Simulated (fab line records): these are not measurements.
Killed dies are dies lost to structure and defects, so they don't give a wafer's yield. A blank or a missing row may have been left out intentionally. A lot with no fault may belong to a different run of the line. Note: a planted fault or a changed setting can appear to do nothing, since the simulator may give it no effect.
fab line records -- flow sky130
record: lots: 14, wafers: 42, last_day: 50
route steps=708 shown FIELD_ISO@2 METAL4@630 VIA4@641 METAL5@665 PAD_OPEN@708
lots that met no fault: taken from a fault-free run of the same line
start_h: hours from the record's first day to the start of the lot's first wafer shown -- wait_h: hours since the lot's step before -- " identical to the entry in the row above -- L1.1+2: several wafers, shown together as one row -- - either no value or no given start -- * or withheld: withheld -- < > ~ a bound
route shown NAME@n: NAME is a module with steps in the file, n the number in the route of the first one -- usual: mean/standard deviation of fault-free wafers -- same: alike in all rows -- chamber/n: place in a boat -- sites: per-site readings -- _std_site: the values' standard deviation -- _edge_site: mean of outer sites minus mean of inner sites -- radius_mm: for every site, how far away it sits from the centre of the wafer -- mask NAME#n: copy n -- behind: the last tool/chamber to shape the wafer -- hold: the reason the lot was held/the length of the hold in hours/how it ended -- device: the transistor (n, p or np) that didn't switch -- end of line: tests run on the same wafers once the route is complete -- a step with no rows: only its recipe -- killed: dies lost to structure and defects at the first sort, not the wafer's yield -- map: dies across one wafer; x = killed, . = not, _ = none there
set.NAME: the run value of the setting; set.NAME@STEP: its run value at that earlier step -- model.NAME: the simulator's own value behind a step, which no gauge read
the route's steps for a sample of lots (tables are steps, rows are wafers)
services: from which hour (start_h, from the record's first day; less than 0 if before it) a tool's chamber was out of use, for how many hours, and why
== steps ==
step: SKY_FIELD_ISO_OXIDATION_01
recipe: temp_c: 900, ambient: O2, stabilise_s: 600, purge_s: 300, target_thk_a: 120, ox_time_s: 1843
lot.wafer,tool,chamber,start_h,wait_h
L764.1+5+6,furnace-01,0,10.68,0.7
L766.2+4+6,furnace-01,0,20.12,0.1
L767.1+4+6,furnace-01,0,25.44,0.4
L768.2+3+6,furnace-01,0,31.59,1.6
L770.1+2+5,furnace-01,0,40.12,0.1
L771.1+2+5,furnace-02,0,45.12,0.1
L772.1+2+6,furnace-01,0,50.47,0.5
L773.2+3+5,furnace-01,0,55.94,0.9
L775.1+3+5,furnace-01,0,67.39,2.4
L778.1+4+5,furnace-01,0,80.12,0.1
L781.1+5+6,furnace-02,0,95.88,0.9
L782.1+3+4,furnace-02,0,100.33,0.3
L784.1+3+6,furnace-01,0,111.74,1.7
L785.1+4+5,furnace-01,0,115.12,0.1
step: SKY_METAL4_OVL_MEAS_14
usual: METAL4_OVL: -3/5.1
lot.wafer,tool,chamber,start_h,wait_h,METAL4_OVL[nm]
L764.1,overlay-01,-,977.87,0.1,-5
L764.5,overlay-01,-,977.87,0.1,0
L764.6,overlay-01,-,977.87,0.1,-7
L766.2,overlay-02,-,992.12,0.1,0
L766.4,overlay-02,-,992.12,0.1,-1
L766.6,overlay-02,-,992.12,0.1,-4
L767.1,overlay-02,-,999.67,0.1,7
L767.4,overlay-02,-,999.67,0.1,1
L767.6,overlay-02,-,999.67,0.1,9
L768.2,overlay-01,-,1008.27,0.1,4
L768.3,overlay-01,-,1008.27,0.1,-14
L768.6,overlay-01,-,1008.27,0.1,-1
L770.1,overlay-01,-,1022.56,0.1,-1
L770.2,overlay-01,-,1022.56,0.1,-2
L770.5,overlay-01,-,1022.56,0.1,-2
L771.1,overlay-01,-,1033.37,0.1,1
L771.2,overlay-01,-,1033.37,0.1,-5
L771.5,overlay-01,-,1033.37,0.1,-3
L772.1,overlay-02,-,1037.56,0.1,-3
L772.2,overlay-02,-,1037.56,0.1,6
L772.6,overlay-02,-,1037.56,0.1,3
L773.2,overlay-01,-,1042.13,0.1,-4
L773.3,overlay-01,-,1042.13,0.1,-6
L773.5,overlay-01,-,1042.13,0.1,-2
L775.1,overlay-01,-,1057.62,0.1,-4
L775.3,overlay-01,-,1057.62,0.1,-8
L775.5,overlay-01,-,1057.62,0.1,-4
L778.1,overlay-01,-,1073.81,0.1,-4
L778.4,overlay-01,-,1073.81,0.1,-5
L778.5,overlay-01,-,1073.81,0.1,-6
L781.1,overlay-01,-,1093.31,0.1,7
L781.5,overlay-01,-,1093.31,0.1,-1
L781.6,overlay-01,-,1093.31,0.1,2
L782.1,overlay-01,-,1093.97,0.1,-5
L782.3,overlay-01,-,1093.97,0.1,-1
L782.4,overlay-01,-,1093.97,0.1,4
L784.1,overlay-02,-,1105.36,0.1,3
L784.3,overlay-02,-,1105.36,0.1,4
L784.6,overlay-02,-,1105.36,0.1,-3
L785.1,overlay-02,-,1112.96,0.1,-3
L785.4,overlay-02,-,1112.96,0.1,-2
L785.5,overlay-02,-,1112.96,0.1,-9
step: SKY_VIA4_CMP_02
recipe: material: SiO2, down_force_psi: 4, platen_rpm: 60, pad_velocity_m_s: 0.94248
usual: motor_current_A: 12.1/1
lot.wafer,tool,chamber,start_h,wait_h,motor_current_A
L764.1,cmp-02,0,979.82,0.2,11.5
L764.5,cmp-02,1,979.82,0.2,11.8
L764.6,cmp-02,2,979.82,0.2,10.7
L766.2,cmp-02,2,993.61,0.1,11.0
L766.4,cmp-02,3,993.61,0.1,11.4
L766.6,cmp-02,1,993.61,0.1,11.6
L767.4,cmp-01,3,1002.12,0.2,12.7
L767.1,cmp-01,0,1002.12,0.2,13.7
L767.6,cmp-01,3,1002.12,0.2,12.4
L768.3,cmp-02,0,1009.50,0.0,11.6
L768.2,cmp-02,2,1009.50,0.0,11.1
L768.6,cmp-02,0,1009.50,0.0,11.4
L770.2,cmp-02,3,1023.81,0.1,11.3
L770.1,cmp-02,0,1023.81,0.1,10.9
L770.5,cmp-02,2,1023.81,0.1,10.2
L771.1,cmp-02,0,1034.66,0.1,11.0
L771.2,cmp-02,1,1034.66,0.1,11.9
L771.5,cmp-02,3,1034.66,0.1,11.7
L772.2,cmp-01,1,1038.80,0.1,13.3
L772.1,cmp-01,3,1038.80,0.1,12.2
L772.6,cmp-01,0,1038.80,0.1,12.6
L773.3,cmp-01,0,1043.36,0.1,13.2
L773.2,cmp-01,1,1043.36,0.1,13.1
L773.5,cmp-01,0,1043.36,0.1,13.2
L775.1,cmp-02,3,1058.85,0.1,11.8
L775.3,cmp-02,0,1058.85,0.1,11.4
L775.5,cmp-02,3,1058.85,0.1,12.2
L778.1,cmp-02,1,1075.06,0.1,11.8
L778.4,cmp-02,3,1075.06,0.1,11.7
L778.5,cmp-02,1,1075.06,0.1,12.3
L781.1,cmp-02,2,1094.69,0.2,11.1
L781.5,cmp-02,3,1094.69,0.2,11.6
L781.6,cmp-02,0,1094.69,0.2,10.5
L782.4,cmp-02,2,1095.31,0.1,11.0
L782.1,cmp-02,3,1095.31,0.1,12.0
L782.3,cmp-02,0,1095.31,0.1,11.3
L784.3,cmp-01,3,1106.98,0.4,12.9
L784.1,cmp-01,0,1106.98,0.4,13.3
L784.6,cmp-01,3,1106.98,0.4,12.3
L785.1,cmp-01,2,1114.24,0.1,12.7
L785.4,cmp-01,0,1114.24,0.1,12.5
L785.5,cmp-01,2,1114.24,0.1,12.9
step: SKY_METAL5_SPUTTER_04
recipe: material: TiN, target_thk_nm: 70, power_w: 6500, time_s: 58.3, chamber_pressure_pa: 0.4
usual: throttle_valve_pct: 30.3/1.1
lot.wafer,tool,chamber,start_h,wait_h,throttle_valve_pct
L764.1,pvd_sputter-01,-,1004.14,0.0,30.9
L764.5,pvd_sputter-01,-,1004.14,0.0,29.8
L764.6,pvd_sputter-01,-,1004.14,0.0,30.9
L766.2,pvd_sputter-02,-,1017.41,0.0,29.1
L766.4,pvd_sputter-02,-,1017.41,0.0,30.0
L766.6,pvd_sputter-02,-,1017.41,0.0,31.0
L767.1,pvd_sputter-04,-,1026.22,0.0,31.4
L767.4,pvd_sputter-04,-,1026.22,0.0,29.0
L767.6,pvd_sputter-04,-,1026.22,0.0,29.1
L768.2,pvd_sputter-04,-,1033.65,0.0,32.7
L768.3,pvd_sputter-04,-,1033.65,0.0,31.4
L768.6,pvd_sputter-04,-,1033.65,0.0,31.7
L770.1,pvd_sputter-04,-,1047.80,0.0,32.5
L770.2,pvd_sputter-04,-,1047.80,0.0,31.6
L770.5,pvd_sputter-04,-,1047.80,0.0,29.3
L771.1,pvd_sputter-01,-,1058.60,0.0,31.0
L771.2,pvd_sputter-01,-,1058.60,0.0,30.3
L771.5,pvd_sputter-01,-,1058.60,0.0,31.1
L772.1,pvd_sputter-02,-,1062.19,0.0,30.9
L772.2,pvd_sputter-02,-,1062.19,0.0,29.3
L772.6,pvd_sputter-02,-,1062.19,0.0,31.1
L773.2,pvd_sputter-01,-,1066.97,0.0,29.3
L773.3,pvd_sputter-01,-,1066.97,0.0,30.4
L773.5,pvd_sputter-01,-,1066.97,0.0,30.6
L775.1,pvd_sputter-02,-,1081.69,0.0,29.4
L775.3,pvd_sputter-02,-,1081.69,0.0,31.1
L775.5,pvd_sputter-02,-,1081.69,0.0,29.9
L778.1,pvd_sputter-02,-,1096.69,0.0,29.3
L778.4,pvd_sputter-02,-,1096.69,0.0,30.0
L778.5,pvd_sputter-02,-,1096.69,0.0,29.3
L781.1,pvd_sputter-01,-,1116.00,0.0,30.6
L781.5,pvd_sputter-01,-,1116.00,0.0,30.4
L781.6,pvd_sputter-01,-,1116.00,0.0,30.8
L782.1,pvd_sputter-02,-,1116.84,0.0,29.5
L782.3,pvd_sputter-02,-,1116.84,0.0,29.7
L782.4,pvd_sputter-02,-,1116.84,0.0,29.3
L784.1,pvd_sputter-04,-,1128.76,0.0,29.2
L784.3,pvd_sputter-04,-,1128.76,0.0,32.3
L784.6,pvd_sputter-04,-,1128.76,0.0,31.4
L785.1,pvd_sputter-04,-,1136.09,0.0,29.3
L785.4,pvd_sputter-04,-,1136.09,0.0,29.3
L785.5,pvd_sputter-04,-,1136.09,0.0,31.6
step: SKY_PAD_OPEN_PROBE_99
usual: killed_at_M0_to_M3: 43/6.5, killed_at_M4_up: 3.2/1.8, killed_at_contacts: 24/5.2, killed_at_front_end: 15/4, killed_at_other: 0.4/0.69, killed_dies: 86/8.7, killed_on_rim: 17/3.7, killed_open: 47/7, killed_short: 39/5.7
same: gross_dies: 492, killed_at_back_side: 0
lot.wafer,tool,chamber,start_h,wait_h,killed_at_M0_to_M3,killed_at_M4_up,killed_at_contacts,killed_at_front_end,killed_at_other,killed_dies,killed_on_rim,killed_open,killed_short
L770.1,prober-02,-,1113.21,0.1,44,2,21,21,0,88,17,52,36
L770.2,prober-02,-,1113.26,0.1,35,3,25,12,1,76,13,40,35
L770.5,prober-02,-,1113.41,0.2,48,1,20,17,0,86,15,53,33
L775.1,prober-01,-,1144.77,0.1,51,8,30,16,0,105,23,59,44
L775.3,prober-01,-,1144.87,0.2,38,4,35,10,1,88,15,52,35
L775.5,prober-01,-,1144.97,0.2,35,2,14,13,0,64,14,33,30
L781.1,prober-01,-,1173.96,0.1,38,4,12,99,0,153,24,32,39
L781.5,prober-01,-,1174.16,0.2,37,1,28,107,0,173,35,45,34
L781.6,prober-01,-,1174.21,0.2,40,1,27,107,0,175,31,41,40
L782.1,prober-02,-,1174.57,0.1,29,3,25,102,0,159,29,34,33
L782.3,prober-02,-,1174.67,0.2,41,2,22,116,0,181,39,49,33
L782.4,prober-02,-,1174.72,0.2,38,1,15,109,0,163,28,49,24
L785.1,prober-01,-,1191.71,0.1,31,4,20,13,0,68,15,37,31
L785.4,prober-01,-,1191.86,0.2,45,4,34,20,0,103,19,55,48
L785.5,prober-01,-,1191.91,0.2,36,3,24,22,0,85,17,47,38
killed by level:class
L770.1 VIA3:geometric_particle:open=10 FIELD_ISO:geometric_particle:open=8 VIA1:geometric_particle:open=8 LI_CONTACT:geometric_particle:open=8 CONTACT:geometric_particle:open=7 VIA1:geometric_particle:short=6 VIA2:geometric_particle:open=6 POLY_GATE:geometric_particle:short=5
L770.2 CONTACT:geometric_particle:open=9 VIA2:geometric_particle:open=9 VIA1:geometric_particle:open=6 LOCAL_INTERCONNECT:geometric_particle:short=5 VIA3:geometric_particle:short=5 LI_CONTACT:geometric_particle:short=4 LI_CONTACT:geometric_particle:open=4 METAL1:geometric_particle:short=4
L770.5 VIA1:geometric_particle:open=14 VIA3:geometric_particle:open=8 LI_CONTACT:geometric_particle:open=7 VIA2:geometric_particle:open=7 CONTACT:geometric_particle:open=6 POLY_GATE:geometric_particle:short=5 METAL2:geometric_particle:short=5 FIELD_ISO:geometric_particle:short=4
L775.1 VIA1:geometric_particle:open=16 VIA3:geometric_particle:open=11 LI_CONTACT:geometric_particle:open=9 CONTACT:geometric_particle:short=6 VIA1:geometric_particle:short=6 LOCAL_INTERCONNECT:geometric_particle:short=5 CONTACT:geometric_particle:open=5 METAL4:geometric_particle:short=5
L775.3 CONTACT:geometric_particle:open=14 VIA1:geometric_particle:open=13 LI_CONTACT:geometric_particle:open=6 LOCAL_INTERCONNECT:geometric_particle:short=6 VIA2:geometric_particle:open=6 METAL2:geometric_particle:short=5 LOCAL_INTERCONNECT:geometric_particle:open=4 VIA1:geometric_particle:short=4
L775.5 VIA1:geometric_particle:open=11 POLY_GATE:geometric_particle:short=5 VIA2:geometric_particle:open=5 METAL1:geometric_particle:short=5 CONTACT:geometric_particle:open=4 VIA1:geometric_particle:short=4 VIA3:geometric_particle:short=4 POLY_GATE:geometric_particle:open=3
L781.1 FIELD_ISO:unspecified=82 VIA1:geometric_particle:open=10 METAL3:geometric_particle:short=6 FIELD_ISO:geometric_particle:short=5 CONTACT:geometric_particle:open=5 METAL2:geometric_particle:short=5 VIA3:geometric_particle:short=5 POLY_GATE:geometric_particle:open=4
L781.5 FIELD_ISO:unspecified=93 LI_CONTACT:geometric_particle:open=9 CONTACT:geometric_particle:open=8 VIA1:geometric_particle:open=8 FIELD_ISO:geometric_particle:short=5 VIA1:geometric_particle:short=5 VIA2:geometric_particle:open=5 POLY_GATE:geometric_particle:short=4
L781.6 FIELD_ISO:unspecified=94 CONTACT:geometric_particle:open=11 POLY_GATE:geometric_particle:short=6 VIA1:geometric_particle:open=6 VIA2:geometric_particle:open=6 FIELD_ISO:geometric_particle:open=5 LI_CONTACT:geometric_particle:open=5 VIA3:geometric_particle:open=5
L782.1 FIELD_ISO:unspecified=92 LI_CONTACT:geometric_particle:open=8 VIA1:geometric_particle:open=7 CONTACT:geometric_particle:open=6 LI_CONTACT:geometric_particle:short=4 LOCAL_INTERCONNECT:geometric_particle:short=4 METAL2:geometric_particle:short=4 FIELD_ISO:geometric_particle:short=3
L782.3 FIELD_ISO:unspecified=99 VIA1:geometric_particle:open=10 CONTACT:geometric_particle:open=8 POLY_GATE:geometric_particle:open=7 VIA3:geometric_particle:open=7 VIA2:geometric_particle:open=6 METAL2:geometric_particle:short=5 FIELD_ISO:geometric_particle:short=4
L782.4 FIELD_ISO:unspecified=90 VIA1:geometric_particle:open=14 LI_CONTACT:geometric_particle:open=7 VIA2:geometric_particle:open=6 VIA3:geometric_particle:open=6 POLY_GATE:geometric_particle:short=5 FIELD_ISO:geometric_particle:open=4 POLY_GATE:geometric_particle:open=4
L785.1 VIA1:geometric_particle:open=9 LI_CONTACT:geometric_particle:open=7 SPACER:geometric_particle:short=6 VIA2:geometric_particle:open=6 CONTACT:geometric_particle:open=6 VIA1:geometric_particle:short=5 LOCAL_INTERCONNECT:geometric_particle:short=4 METAL2:geometric_particle:short=4
L785.4 CONTACT:geometric_particle:open=15 VIA1:geometric_particle:open=7 VIA3:geometric_particle:open=7 VIA2:geometric_particle:open=7 LOCAL_INTERCONNECT:geometric_particle:short=6 CONTACT:geometric_particle:short=6 METAL1:geometric_particle:short=6 FIELD_ISO:geometric_particle:open=5
L785.5 LI_CONTACT:geometric_particle:open=10 VIA2:geometric_particle:open=7 FIELD_ISO:geometric_particle:open=6 FIELD_ISO:geometric_particle:short=5 VIA1:geometric_particle:short=5 METAL2:geometric_particle:short=5 VIA3:geometric_particle:open=4 SPACER:geometric_particle:open=4
== services ==
tool,chamber,start_h,hours,kind
cmp-02,-,53.38,3.8,pm
furnace-01,-,61.72,2.9,pm
cmp-02,-,64.00,4.0,pm
cmp-02,-,104.61,4.0,repair
cmp-02,-,129.42,3.9,repair
cmp-02,-,147.53,0.3,repair
furnace-01,-,191.75,2.2,pm
furnace-01,-,224.46,3.7,pm
furnace-01,-,229.58,3.2,pm
furnace-01,-,250.85,11.4,pm
cmp-02,-,253.85,2.4,repair
furnace-01,-,508.79,2.7,pm
furnace-01,-,564.66,3.4,pm
furnace-01,-,658.68,4.4,repair
furnace-01,-,708.36,7.0,repair
furnace-01,-,719.65,1.2,repair
furnace-01,-,732.58,3.5,pm
furnace-01,-,789.05,3.9,pm
furnace-01,-,868.91,7.5,repair
furnace-01,-,900.19,3.1,pm
furnace-01,-,911.70,1.6,pm
furnace-01,-,994.04,40.8,pm
furnace-01,-,1068.19,3.9,pm
furnace-01,-,1072.06,4.4,pm
== key ==
first_sign: step: SKY_PAD_OPEN_PROBE_99, reading: killed_at_front_end, direction: up, sigmas: 23, usual: 15, struck: 107
effect: step: SKY_PAD_OPEN_PROBE_99, reading: killed_dies, direction: up, sigmas: 9.3, usual: 86, struck: 167
met_at SKY_FIELD_ISO_OXIDATION_01
struck_lots L781,L782
tester_left_out L781,L782
not_acting_at SKY_METAL4_OVL_MEAS_14,SKY_VIA4_CMP_02,SKY_METAL5_SPUTTER_04
onset_between 45.12 95.88
fault: kind: chamber_particle_source, tool: furnace-02, chamber: -, onset_h: 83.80, steps: SKY_FIELD_ISO_OXIDATION_01, rate_per_visit_cm2: 0.437, end_h: 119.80
tester_left_out: of these lots the tester's yield and bins aren't shown, on N5 and GAA mostly nor the transistor test; their killed dies are dies lost to structure and defects alone, not to doping, threshold or leakage, so they don't give the yield
